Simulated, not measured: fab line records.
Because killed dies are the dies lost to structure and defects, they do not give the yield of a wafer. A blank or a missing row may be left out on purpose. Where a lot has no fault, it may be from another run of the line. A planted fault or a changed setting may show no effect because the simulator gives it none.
A struck lot beside a sound one ; flow gf180mcu ; 14 steps out of a route of 602
Sound: the wafers L883.3, L883.4, L883.5. Wafers L876.3, L876.4, L876.6 were the ones struck. At the end, the cause is stated.
Each step with rows lists, per side, the tool, then ch with its chambers, then its first start. Under that, the readings that differ: sound wafers ; struck wafers ; difference of the means ; sigmas: that difference in standard deviations of wafers without a fault.
alike: a reading whose means differ by less than 2 such deviations, as well as words and numbers matching on both sides. not compared: withheld readings; readings where some wafer has no value; bounds like >300 that might hide an equal value; numbers whose values overlap and for which the record gives no deviation.
Wherever a step has rows on one side only, a row that says differs or no value, or a row with sigmas, the two part there. Numbers that don't overlap but have no deviation are shown without sigmas and don't part them. A reading missing from all wafers of one side parts the sides only when that side holds two or more wafers.

first, 3 steps without rows for these wafers: GF_MVSD_EXPOSE_04 (exposes mask MVSD, target cd 1000 nm); GF_MVSD_PEB_05; GF_MVSD_DEVELOP_06 (develop time 60 s).
GF_MVSD_OVL_MEAS_07:
  sound on overlay-02 at day 8 18:58; struck on overlay-02 at day 7 04:53
  alike: MVSD_OVL
then, 2 steps without rows for these wafers: GF_MVSD_IMPLANT_08; GF_MVSD_IMPLANT_09.
GF_MVSD_STRIP_10: strips in O2/N2.
  sound on plasma asher-04 ch 0,1, day 8 19:19; struck on plasma asher-04 ch 0,1, day 7 05:14
  alike: drypump motor current A, heater power w, oes product au, strip time to endpoint s
  not compared: rf hours counter h
GF_MVSD_TW_MEAS_11:
  sound on film metro-01 at day 8 19:25; struck on film metro-03 at day 7 05:20
  alike: MVSD_TW
then, 4 steps without rows for these wafers: GF_MVPSD_DEHYDRATE_00 (time 60 s); GF_MVPSD_HMDS_01 (prime time 60 s); GF_MVPSD_COAT_02 (resist thk 3000 nm); GF_MVPSD_SOFTBAKE_03.
GF_MVPSD_EXPOSE_04: exposes mask MVPSD, target cd 1000 nm.
  sound on iline stepper-02 ch 0, day 9 03:38; struck on iline stepper-02, day 7 13:01
  no value came back on the struck wafers for exposure dose mJ cm2, focus offset nm (nm); on the sound wafers exposure dose mJ cm2 reads 260.02 259.86 259.59
  alike: mask
next, for these wafers, 1 step has no rows: GF_MVPSD_PEB_05.

== WHERE THEY PART ==
Only at GF_MVPSD_EXPOSE_04, as far as this record shows.

WHY: what the simulator had put in
Entire step skipped (iline stepper-02, GF_MVPSD_EXPOSE_04), from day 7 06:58 onward. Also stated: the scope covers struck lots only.
